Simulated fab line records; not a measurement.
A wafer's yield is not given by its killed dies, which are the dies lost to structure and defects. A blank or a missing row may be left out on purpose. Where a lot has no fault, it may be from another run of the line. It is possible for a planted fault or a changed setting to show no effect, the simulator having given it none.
Which tool was responsible? :: flow gf180mcu :: 7 lots with 21 wafers sampled at 2 steps, on a route of 602 steps

## WHAT EACH GAUGE READ, for each wafer
GF_V5_BOW_MEAS_05.
lot: L458
measured: day 27 08:04
on: film_metro-02
V5_BOW (um): 144 157 152

lot: L461
measured: day 28 06:05
on: film_metro-03
V5_BOW (um): 147 135 142

lot: L464
measured: day 28 21:51
on: film_metro-02
V5_BOW (um): 143 142 136

lot: L466
measured: day 29 16:12
on: film_metro-04
V5_BOW (um): 147 125 129

lot: L468
measured: day 30 11:14
on: film_metro-03
V5_BOW (um): 134 123 121

lot: L475
measured: day 32 02:58
on: film_metro-03
V5_BOW (um): 122 131 133

lot: L478
measured: day 33 03:03
on: film_metro-03
V5_BOW (um): 142 135 139

## EACH LOT AND THE TOOL THAT RAN IT (in order: tool; ch and the chambers of the sampled wafers; start)
lot: L458
GF_V4_CMP_26: cmp-01 ch 1,2,3, day 25 09:34

lot: L461
GF_V4_CMP_26: cmp-02 ch 1,2,3, day 26 12:55

lot: L464
GF_V4_CMP_26: cmp-02 ch 0,1,3, day 27 04:04

lot: L466
GF_V4_CMP_26: cmp-02 ch 1,3, day 27 23:58

lot: L468
GF_V4_CMP_26: cmp-01 ch 0,1, day 28 20:19

lot: L475
GF_V4_CMP_26: cmp-01 ch 0,2,3, day 30 13:22

lot: L478
GF_V4_CMP_26: cmp-01 ch 0,1,2, day 31 15:49
- GF_V4_CMP_26: polishes, stops on SiO2, t overpolish 15 s, target thk 0 nm.

## THE ANSWER, worked out from the rows above alone
Rule: what is usual is taken from the lots themselves. Put in order of their means at a reading, lots are off if they are a third of the lots or fewer, leave a main group of 4 or more, and stand apart from it by a gap of 3 or more times the standard deviation of the main group's means; of several such gaps the widest counts. The tables above print the reading to a certain number of digits; a main group whose means all agree to those digits is not used. Also off: a lot with no number at a reading for which 4 or more lots have one. All remaining lots with rows at the step are treated as sound.
Across all readings shown, no lot is off: no conclusion can be drawn from this.

## WHAT THE SIMULATOR HAD INSERTED
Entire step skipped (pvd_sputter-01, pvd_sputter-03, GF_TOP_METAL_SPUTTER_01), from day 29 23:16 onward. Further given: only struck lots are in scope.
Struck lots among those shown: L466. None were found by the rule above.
